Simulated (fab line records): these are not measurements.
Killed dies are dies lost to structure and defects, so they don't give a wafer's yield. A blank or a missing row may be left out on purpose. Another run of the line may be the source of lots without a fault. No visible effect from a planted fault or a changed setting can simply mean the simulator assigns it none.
The tool behind it: which one? :: flow sky130 :: 14 lots, 42 wafers sampled, at 4 steps of a route of 708

WHAT EACH GAUGE READ, for each wafer
SKY_METAL1_RS_MEAS_05: a four-point-probe measurement. Usual: METAL1_ALCU_RS 0.1269 ohm/sq, standard deviation 0.0014.
lot: L477
measured: day 31 18:28
on: film metro-04
METAL1_ALCU_RS (ohm/sq): 0.1251 0.1238 0.1241
flag: 

lot: L478
measured: day 31 21:47
on: film metro-03
METAL1_ALCU_RS (ohm/sq): 0.1256 0.1253 0.1246
flag: 

lot: L479
measured: day 32 05:38
on: film metro-02
METAL1_ALCU_RS (ohm/sq): 0.1267 0.1274 0.1284
flag: 

lot: L480
measured: day 32 15:49
on: film metro-04
METAL1_ALCU_RS (ohm/sq): 0.1262 0.1280 0.1261
flag: 

lot: L481
measured: day 32 21:25
on: film metro-03
METAL1_ALCU_RS (ohm/sq): 0.1278 0.1287 0.1291
flag: 

lot: L482
measured: day 33 04:44
on: film metro-04
METAL1_ALCU_RS (ohm/sq): 0.1255 0.1266 0.1273
flag: 

lot: L483
measured: day 34 16:08
on: film metro-02
METAL1_ALCU_RS (ohm/sq): 0.1254 0.1256 0.1255
flag: 

lot: L491
measured: day 36 00:53
on: film metro-02
METAL1_ALCU_RS (ohm/sq): 0.1268 0.1276 0.1271
flag: 

lot: L490
measured: day 36 07:41
on: film metro-02
METAL1_ALCU_RS (ohm/sq): 0.1269 0.1280 0.1273
flag: 

lot: L495
measured: day 37 06:27
on: film metro-04
METAL1_ALCU_RS (ohm/sq): 0.1255 0.1252 0.1258
flag: 

lot: L497
measured: day 38 00:54
on: film metro-02
METAL1_ALCU_RS (ohm/sq): 0.1283 0.1277 0.1271
flag: 

lot: L498
measured: day 38 03:22
on: film metro-03
METAL1_ALCU_RS (ohm/sq): 0.1284 0.1285 0.1280
flag: 

lot: L499
measured: day 38 11:53
on: film metro-04
METAL1_ALCU_RS (ohm/sq): 0.1282 0.1273 0.1288
flag: 

lot: L500
measured: day 38 15:14
on: film metro-04
METAL1_ALCU_RS (ohm/sq): 0.1265 0.1264 0.1273
flag: 

SKY_VIA1_OVL_MEAS_13. Usual: VIA1_OVL 2 nm, standard deviation 5.9.
lot: L477
measured: day 34 01:38
on: overlay-02
VIA1_OVL (nm): 9 7 5
flag: 

lot: L478
measured: day 34 05:43
on: overlay-01
VIA1_OVL (nm): -8 -3 -8
flag: 

lot: L479
measured: day 34 12:46
on: overlay-01
VIA1_OVL (nm): 11 17 4
flag: 

lot: L480
measured: day 34 22:37
on: overlay-01
VIA1_OVL (nm): -6 0 -1
flag: 

lot: L481
measured: day 35 03:49
on: overlay-02
VIA1_OVL (nm): -3 1 -4
flag: 

lot: L482
measured: day 35 11:29
on: overlay-01
VIA1_OVL (nm): -8 -1 -8
flag: 

lot: L483
measured: day 36 22:19
on: overlay-01
VIA1_OVL (nm): -9 -3 -6
flag: 

lot: L491
measured: day 38 06:37
on: overlay-01
VIA1_OVL (nm): -3 5 -7
flag: 

lot: L490
measured: day 38 12:28
on: overlay-02
VIA1_OVL (nm): 9 5 9
flag: 

lot: L495
measured: day 39 10:08
on: overlay-01
VIA1_OVL (nm): -5 -3 -10
flag: 

lot: L497
measured: day 40 08:07
on: overlay-01
VIA1_OVL (nm): -3 -1 -11
flag: 

lot: L498
measured: day 40 11:05
on: overlay-02
VIA1_OVL (nm): 11 4 11
flag: 

lot: L499
measured: day 40 17:35
on: overlay-01
VIA1_OVL (nm): 11 4 9
flag: 

lot: L500
measured: day 40 20:14
on: overlay-01
VIA1_OVL (nm): 7 -4 2
flag: 

WHICH TOOL RAN EACH LOT (tool, then ch and the chambers of the sampled wafers, then the start)
lot: L477
SKY_CONTACT_CVD_00: pecvd-04 ch 0,1,2, day 30 12:52
SKY_CONTACT_SPUTTER_23: pvd sputter-03, day 31 17:40

lot: L478
SKY_CONTACT_CVD_00: pecvd-01 ch 1,2, day 30 16:05
SKY_CONTACT_SPUTTER_23: pvd sputter-01, day 31 20:59

lot: L479
SKY_CONTACT_CVD_00: pecvd-01 ch 0,2, day 31 00:55
SKY_CONTACT_SPUTTER_23: pvd sputter-03, day 32 04:50

lot: L480
SKY_CONTACT_CVD_00: pecvd-04 ch 0,1, day 31 10:59
SKY_CONTACT_SPUTTER_23: pvd sputter-04, day 32 15:02

lot: L481
SKY_CONTACT_CVD_00: pecvd-01 ch 0,1,2, day 31 16:19
SKY_CONTACT_SPUTTER_23: pvd sputter-04, day 32 20:38

lot: L482
SKY_CONTACT_CVD_00: pecvd-03 ch 0,1,2, day 31 22:52
SKY_CONTACT_SPUTTER_23: pvd sputter-01, day 33 03:54

lot: L483
SKY_CONTACT_CVD_00: pecvd-04 ch 0,2, day 33 11:03
SKY_CONTACT_SPUTTER_23: pvd sputter-01, day 34 15:21

lot: L491
SKY_CONTACT_CVD_00: pecvd-01 ch 0,1,2, day 34 20:44
SKY_CONTACT_SPUTTER_23: pvd sputter-04, day 36 00:02

lot: L490
SKY_CONTACT_CVD_00: pecvd-01 ch 2, day 35 03:13
SKY_CONTACT_SPUTTER_23: pvd sputter-04, day 36 06:54

lot: L495
SKY_CONTACT_CVD_00: pecvd-04 ch 0,2, day 36 02:22
SKY_CONTACT_SPUTTER_23: pvd sputter-01, day 37 05:40

lot: L497
SKY_CONTACT_CVD_00: pecvd-03 ch 0,2, day 36 20:44
SKY_CONTACT_SPUTTER_23: pvd sputter-03, day 38 00:05

lot: L498
SKY_CONTACT_CVD_00: pecvd-04 ch 0,2, day 36 23:32
SKY_CONTACT_SPUTTER_23: pvd sputter-01, day 38 02:35

lot: L499
SKY_CONTACT_CVD_00: pecvd-01 ch 1,2, day 37 07:58
SKY_CONTACT_SPUTTER_23: pvd sputter-03, day 38 11:01

lot: L500
SKY_CONTACT_CVD_00: pecvd-03 ch 0,1,2, day 37 11:41
SKY_CONTACT_SPUTTER_23: pvd sputter-01, day 38 14:26
- SKY_CONTACT_CVD_00: deposits Si3N4, target thk 75 nm.
- SKY_CONTACT_SPUTTER_23: material TiN, target thk 20 nm, time 80 s.

AS READ BY THE TOOLS THEMSELVES (means over the sampled wafers that have a number; for cases with no such wafer, the mark the record gives instead)
SKY_CONTACT_CVD_00. Usual: heater power w 747 W, standard deviation 61.
lot: L477
tool: pecvd-04
heater power w (W): 764
flag: 

lot: L478
tool: pecvd-01
heater power w (W): 789
flag: 

lot: L479
tool: pecvd-01
heater power w (W): 784
flag: 

lot: L480
tool: pecvd-04
heater power w (W): 771
flag: 

lot: L481
tool: pecvd-01
heater power w (W): 737
flag: 

lot: L482
tool: pecvd-03
heater power w (W): 744
flag: 

lot: L483
tool: pecvd-04
heater power w (W): 733
flag: 

lot: L491
tool: pecvd-01
heater power w (W): 791
flag: 

lot: L490
tool: pecvd-01
heater power w (W): 722
flag: 

lot: L495
tool: pecvd-04
heater power w (W): 731
flag: 

lot: L497
tool: pecvd-03
heater power w (W): 778
flag: 

lot: L498
tool: pecvd-04
heater power w (W): 715
flag: 

lot: L499
tool: pecvd-01
heater power w (W): 785
flag: 

lot: L500
tool: pecvd-03
heater power w (W): 752
flag: 

SKY_CONTACT_SPUTTER_23. Usual: chamber pressure pa 5.000 Pa, standard deviation 0.011; throttle valve pct 30.2 %, standard deviation 0.8.
lot: L477
tool: pvd sputter-03
chamber pressure pa (Pa): 5.009
throttle valve pct (%): 30.3
flag: 

lot: L478
tool: pvd sputter-01
chamber pressure pa (Pa): 4.996
throttle valve pct (%): 30.6
flag: 

lot: L479
tool: pvd sputter-03
chamber pressure pa (Pa): 5.004
throttle valve pct (%): 30.1
flag: 

lot: L480
tool: pvd sputter-04
chamber pressure pa (Pa): 4.991
throttle valve pct (%): 31.1
flag: 

lot: L481
tool: pvd sputter-04
chamber pressure pa (Pa): 5.001
throttle valve pct (%): 29.6
flag: 

lot: L482
tool: pvd sputter-01
chamber pressure pa (Pa): 5.007
throttle valve pct (%): 30.1
flag: 

lot: L483
tool: pvd sputter-01
chamber pressure pa (Pa): 4.993
throttle valve pct (%): 30.5
flag: 

lot: L491
tool: pvd sputter-04
chamber pressure pa (Pa): 5.175
throttle valve pct (%): 28.9
flag: OFF

lot: L490
tool: pvd sputter-04
chamber pressure pa (Pa): 5.178
throttle valve pct (%): 29.9
flag: OFF

lot: L495
tool: pvd sputter-01
chamber pressure pa (Pa): 4.998
throttle valve pct (%): 30.3
flag: 

lot: L497
tool: pvd sputter-03
chamber pressure pa (Pa): 4.994
throttle valve pct (%): 30.3
flag: 

lot: L498
tool: pvd sputter-01
chamber pressure pa (Pa): 4.992
throttle valve pct (%): 30.1
flag: 

lot: L499
tool: pvd sputter-03
chamber pressure pa (Pa): 4.998
throttle valve pct (%): 30.1
flag: 

lot: L500
tool: pvd sputter-01
chamber pressure pa (Pa): 4.988
throttle valve pct (%): 30.0
flag: 

THE ANSWER, worked out from the rows above alone
Rule: a lot is off if the mean of its wafers that have a number lies more than 3 standard deviations from the usual mean. A lot without any number at a reading at which 4 lots or more have one is off too. Any other lot the step has rows for is counted as sound. Order of review: gauges by route order, followed by the tools' own readings, for which a lot's mean as printed above is used. The first step at which some lot is off is used, and at that step the reading that is off furthest; a lot without a number counts as furthest.
Off, at SKY_CONTACT_SPUTTER_23 on chamber pressure pa: L491, L490.
If a tool, at that step or one of the process steps before it, ran each lot that is off and ran no sound lot following the first of them, it fits. One fits: SKY_CONTACT_SPUTTER_23 on pvd sputter-04. Its last sound lot is L481 (day 32 20:38), its first lot that is off L491 (day 36 00:02): a fault that began between those two fits.
The tool's own readings at SKY_CONTACT_SPUTTER_23 bear it out: on the lots that are off they differ by more than 5 times the standard deviation of the sound lots' means. chamber pressure pa reads 5.176 Pa there against 4.998 Pa on the sound lots.

WHAT HAD BEEN PUT IN BY THE SIMULATOR
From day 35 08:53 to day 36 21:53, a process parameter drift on pvd sputter-04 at SKY_CONTACT_SPUTTER_23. Setting chamber pressure pa, moved by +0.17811, from 5. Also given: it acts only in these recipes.
Lots struck among those shown: L491, L490. The same result came from the rule above.
